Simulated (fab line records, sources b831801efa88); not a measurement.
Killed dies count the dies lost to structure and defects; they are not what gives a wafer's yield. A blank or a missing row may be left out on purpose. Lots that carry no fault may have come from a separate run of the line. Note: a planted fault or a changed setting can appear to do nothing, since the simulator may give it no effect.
Matching of chambers || flow sky130 || SKY_LI_CONTACT_CMP_02 on cmp-01: 4 sister chambers
The step polishes PSG. 14 wafers are shown with their chamber, then 7 later ones without.

== EACH WAFER AND ITS CHAMBER ==
{"wafer": "L151.1", "chamber": 3, "motor_current_A (A)": 12.7, "head_pressure_psi (psi)": 3.998, "edge_zone_pressure_frac": 1.011}
{"wafer": "L151.5", "chamber": 0, "motor_current_A (A)": 13.6, "head_pressure_psi (psi)": 4.010, "edge_zone_pressure_frac": 0.999}
{"wafer": "L151.6", "chamber": 1, "motor_current_A (A)": 13.6, "head_pressure_psi (psi)": 4.000, "edge_zone_pressure_frac": 0.995}
{"wafer": "L156.3", "chamber": 1, "motor_current_A (A)": 14.1, "head_pressure_psi (psi)": 3.997, "edge_zone_pressure_frac": 0.995}
{"wafer": "L156.4", "chamber": 2, "motor_current_A (A)": 12.6, "head_pressure_psi (psi)": 3.999, "edge_zone_pressure_frac": 1.002}
{"wafer": "L156.5", "chamber": 2, "motor_current_A (A)": 12.3, "head_pressure_psi (psi)": 3.995, "edge_zone_pressure_frac": 0.999}
{"wafer": "L157.1", "chamber": 3, "motor_current_A (A)": 12.9, "head_pressure_psi (psi)": 4.005, "edge_zone_pressure_frac": 0.998}
{"wafer": "L157.3", "chamber": 2, "motor_current_A (A)": 12.3, "head_pressure_psi (psi)": 3.987, "edge_zone_pressure_frac": 0.995}
{"wafer": "L157.6", "chamber": 1, "motor_current_A (A)": 13.8, "head_pressure_psi (psi)": 3.996, "edge_zone_pressure_frac": 1.004}
{"wafer": "L160.1", "chamber": 2, "motor_current_A (A)": 12.4, "head_pressure_psi (psi)": 4.001, "edge_zone_pressure_frac": 1.003}
{"wafer": "L160.4", "chamber": 1, "motor_current_A (A)": 13.4, "head_pressure_psi (psi)": 3.999, "edge_zone_pressure_frac": 0.990}
{"wafer": "L160.6", "chamber": 1, "motor_current_A (A)": 12.9, "head_pressure_psi (psi)": 4.014, "edge_zone_pressure_frac": 0.997}
{"wafer": "L170.1", "chamber": 1, "motor_current_A (A)": 13.5, "head_pressure_psi (psi)": 4.018, "edge_zone_pressure_frac": 1.004}
{"wafer": "L170.2", "chamber": 2, "motor_current_A (A)": 13.3, "head_pressure_psi (psi)": 4.001, "edge_zone_pressure_frac": 0.995}

SIGNATURES (averages over the wafers above)
{"reading": "motor_current_A", "chamber 0": 13.600, "chamber 1": 13.550, "chamber 2": 12.580, "chamber 3": 12.800, "scatter within a chamber": 0.393}
{"reading": "head_pressure_psi", "chamber 0": 4.01000, "chamber 1": 4.00400, "chamber 2": 3.99660, "chamber 3": 4.00150, "scatter within a chamber": 0.00783}
{"reading": "edge_zone_pressure_frac", "chamber 0": 0.99900, "chamber 1": 0.99750, "chamber 2": 0.99880, "chamber 3": 1.00450, "scatter within a chamber": 0.00543}
Rule: a wafer's distance from a chamber is the root of the sum, over the readings, of the square of ((its reading less the chamber's mean) divided by the reading's scatter). The wafer belongs to the nearest chamber; if the next one is less than 2 further off, it can't be placed. The scatter: the root of (the sum of the squares of (reading less its chamber's mean) over the shown wafers, divided by (wafers less chambers)).

== WAFERS WITH NO CHAMBER GIVEN ==
{"wafer": "L170.6", "motor_current_A (A)": 14.7, "head_pressure_psi (psi)": 4.006, "edge_zone_pressure_frac": 1.013}
{"wafer": "L171.1", "motor_current_A (A)": 14.9, "head_pressure_psi (psi)": 4.006, "edge_zone_pressure_frac": 0.995}
{"wafer": "L171.2", "motor_current_A (A)": 13.0, "head_pressure_psi (psi)": 4.001, "edge_zone_pressure_frac": 1.002}
{"wafer": "L171.3", "motor_current_A (A)": 12.2, "head_pressure_psi (psi)": 4.008, "edge_zone_pressure_frac": 0.997}
{"wafer": "L172.1", "motor_current_A (A)": 13.6, "head_pressure_psi (psi)": 4.003, "edge_zone_pressure_frac": 1.000}
{"wafer": "L172.2", "motor_current_A (A)": 13.0, "head_pressure_psi (psi)": 3.999, "edge_zone_pressure_frac": 1.002}
{"wafer": "L172.5", "motor_current_A (A)": 13.4, "head_pressure_psi (psi)": 4.006, "edge_zone_pressure_frac": 0.995}

== CHAMBER TAKEN BY EACH ==
{"wafer": "L170.6", "from the rows above": "can't be placed: 0 or 1 or 3", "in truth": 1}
{"wafer": "L171.1", "from the rows above": "can't be placed: 0 or 1", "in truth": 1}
{"wafer": "L171.2", "from the rows above": "can't be placed: 3 or 2 or 1 or 0", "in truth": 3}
{"wafer": "L171.3", "from the rows above": "can't be placed: 2 or 3 or 1 or 0", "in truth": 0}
{"wafer": "L172.1", "from the rows above": "can't be placed: 1 or 0 or 3", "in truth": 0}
{"wafer": "L172.2", "from the rows above": "can't be placed: 3 or 2 or 1 or 0", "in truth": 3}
{"wafer": "L172.5", "from the rows above": "can't be placed: 1 or 0 or 3 or 2", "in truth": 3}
Correctly placed: 0 of 7. Cannot be placed on the basis of these rows: 7; the candidates contain the true chamber in 7. Number placed wrongly: 0.
